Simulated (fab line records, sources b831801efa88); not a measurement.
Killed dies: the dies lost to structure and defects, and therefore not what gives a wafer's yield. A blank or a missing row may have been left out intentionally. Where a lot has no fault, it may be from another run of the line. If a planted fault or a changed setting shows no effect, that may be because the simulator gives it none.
Which tool is to blame? ; flow sky130 ; Sampling: 13 lots, 39 wafers, 4 of 708 route steps

== WHAT THE GAUGES READ, wafer by wafer ==
SKY_LI_CONTACT_THK_MEAS_23: measures by xrf.
lot;measured;on;LI_CONTACT_W_THK (nm)
L733;day 29 10:42;film metro-03;405 403 403
L735;day 30 16:26;film metro-01;389 393 393
L737;day 30 20:24;film metro-04;392 388 387
L741;day 32 11:58;film metro-04;403 403 401
L742;day 32 20:41;film metro-03;394 395 397
L743;day 33 09:02;film metro-03;400 399 400
L745;day 33 10:02;film metro-03;400 402 398
L746;day 33 11:40;film metro-01;387 384 390
L744;day 33 12:02;film metro-01;389 386 386
L749;day 34 10:42;film metro-03;399 401 398
L750;day 35 02:19;film metro-04;395 392 396
L751;day 35 09:55;film metro-03;407 406 396
L756;day 36 13:11;film metro-03;397 395 396

SKY_CONTACT_THK_MEAS_01.
lot;measured;on;CONTACT_CVD_00_THK (nm)
L733;day 30 17:06;film metro-01;76.7 76.7 76.1
L735;day 31 20:38;film metro-02;75.2 77.5 76.8
L737;day 32 01:31;film metro-01;75.9 76.5 76.9
L741;day 33 16:13;film metro-01;74.6 76.0 76.4
L742;day 34 01:10;film metro-01;74.2 73.6 75.8
L743;day 34 12:49;film metro-02;74.6 75.7 76.5
L745;day 34 14:52;film metro-01;74.8 76.6 76.2
L746;day 34 16:39;film metro-02;72.9 74.7 73.8
L744;day 34 16:44;film metro-01;75.8 75.2 75.5
L756;day 37 16:14;film metro-02;74.4 75.9 75.3

== WHAT TOOL EACH LOT RAN ON (gives the tool, then ch and the chambers of the sampled wafers, and finally the start) ==
lot;SKY_LI_CONTACT_CMP_24;SKY_LOCAL_INTERCONNECT_STRIP_15
L733;cmp-01 ch 0,2,3, day 29 12:02;plasma asher-02 ch 0,1, day 30 16:28
L735;cmp-01 ch 0,1,2, day 30 16:48;plasma asher-02 ch 0,1, day 31 19:59
L737;cmp-01 ch 1,2, day 30 20:30;plasma asher-02 ch 0,1, day 32 00:32
L741;cmp-02 ch 0,1, day 32 12:02;plasma asher-04 ch 0,1, day 33 15:35
L742;cmp-02 ch 1,2,3, day 32 20:44;plasma asher-01 ch 0,1, day 34 00:32
L743;cmp-02 ch 1,2, day 33 09:05;plasma asher-01 ch 0,1, day 34 12:11
L745;cmp-02 ch 0,3, day 33 10:05;plasma asher-04 ch 0,1, day 34 14:08
L746;cmp-02 ch 1,3, day 33 11:47;plasma asher-01 ch 0,1, day 34 15:41
L744;cmp-01 ch 0,2,3, day 33 12:05;plasma asher-01 ch 0,1, day 34 15:59
L749;cmp-02 ch 2,3, day 34 10:47;plasma asher-01 ch 0,1, day 35 13:22
L750;cmp-02 ch 0,2, day 35 02:22;plasma asher-04 ch 0, day 36 05:29
L751;cmp-02 ch 0,3, day 35 09:57;plasma asher-04 ch 0,1, day 36 13:28
L756;cmp-02 ch 0,2,3, day 36 13:15;plasma asher-02 ch 1, day 37 15:36
- SKY_LI_CONTACT_CMP_24: polishes, stops on PSG, t overpolish 20 s, target thk 0 nm.
- SKY_LOCAL_INTERCONNECT_STRIP_15: strips in O2/N2.

== WHAT THE TOOLS THEMSELVES READ (means of the sampled wafers that have a number; where no wafer has one, the mark that the record gives instead) ==
SKY_LI_CONTACT_CMP_24.
lot;tool;motor current A (A);overpolish run s (s);slurry filter dp kPa (kPa);time to endpoint s (s)
L733;cmp-01;10.7;19.999;13.46;98
L735;cmp-01;10.9;20.007;13.49;98
L737;cmp-01;10.4;20.001;13.37;99
L741;cmp-02;9.8;19.996;13.51;95
L742;cmp-02;11.3;19.999;13.49;95
L743;cmp-02;11.0;19.998;13.61;102
L745;cmp-02;10.2;19.997;13.61;93
L746;cmp-02;11.4;19.995;13.52;97
L744;cmp-01;10.5;20.000;13.39;99
L749;cmp-02;11.1;20.000;13.60;93
L750;cmp-02;10.4;20.006;13.59;91
L751;cmp-02;11.1;19.999;13.47;91
L756;cmp-02;11.2;19.995;13.47;93

SKY_LOCAL_INTERCONNECT_STRIP_15.
lot;tool;chamber pressure mTorr (mTorr);drypump motor current A (A);oes product au (a.u.);strip time to endpoint s (s)
L733;plasma asher-02;1499.5;5.59;0.428;4.734
L735;plasma asher-02;1500.2;5.60;0.429;4.713
L737;plasma asher-02;1500.5;5.58;0.429;4.724
L741;plasma asher-04;1500.5;5.56;0.425;4.711
L742;plasma asher-01;1500.7;5.76;0.424;4.731
L743;plasma asher-01;1500.4;6.00;0.429;4.718
L745;plasma asher-04;1498.6;5.81;0.431;4.748
L746;plasma asher-01;1498.7;6.00;0.426;4.716
L744;plasma asher-01;1500.1;5.99;0.429;4.730
L749;plasma asher-01;-;-;-;-
L750;plasma asher-04;-;-;-;-
L751;plasma asher-04;-;-;-;-
L756;plasma asher-02;1499.6;5.61;0.426;4.723

== THE ANSWER, worked out from the rows above alone ==
Rule: what is usual is taken from the lots themselves. The widest of any qualifying gaps counts: lots, ordered by their means at a reading, are off when they make up no more than a third of the lots, leave a main group of 4 or more, and stand apart from it by 3 or more times the standard deviation of that group's means. Not used: any main group whose means are identical at the precision the tables above print for the reading. A lot without any number at a reading at which 4 lots or more have one is off too. The other lots that the step has rows for count as sound. First the gauges in route order, then the tools' own readings, where a lot's mean is used as printed above. At the first step where some lot is off, the reading lying furthest off is the one used; lots without a number count as furthest.
Off: L749, L750, L751 (SKY_LOCAL_INTERCONNECT_STRIP_15, chamber pressure mTorr). Without a number there: L749, L750, L751. Main group: mean 1499.9 mTorr, sd 0.72.
If a tool, at that step or one of the process steps before it, ran each lot that is off and ran no sound lot following the first of them, it fits. Not one of the candidates tried fits.

== WHAT HAD BEEN PUT IN BY THE SIMULATOR ==
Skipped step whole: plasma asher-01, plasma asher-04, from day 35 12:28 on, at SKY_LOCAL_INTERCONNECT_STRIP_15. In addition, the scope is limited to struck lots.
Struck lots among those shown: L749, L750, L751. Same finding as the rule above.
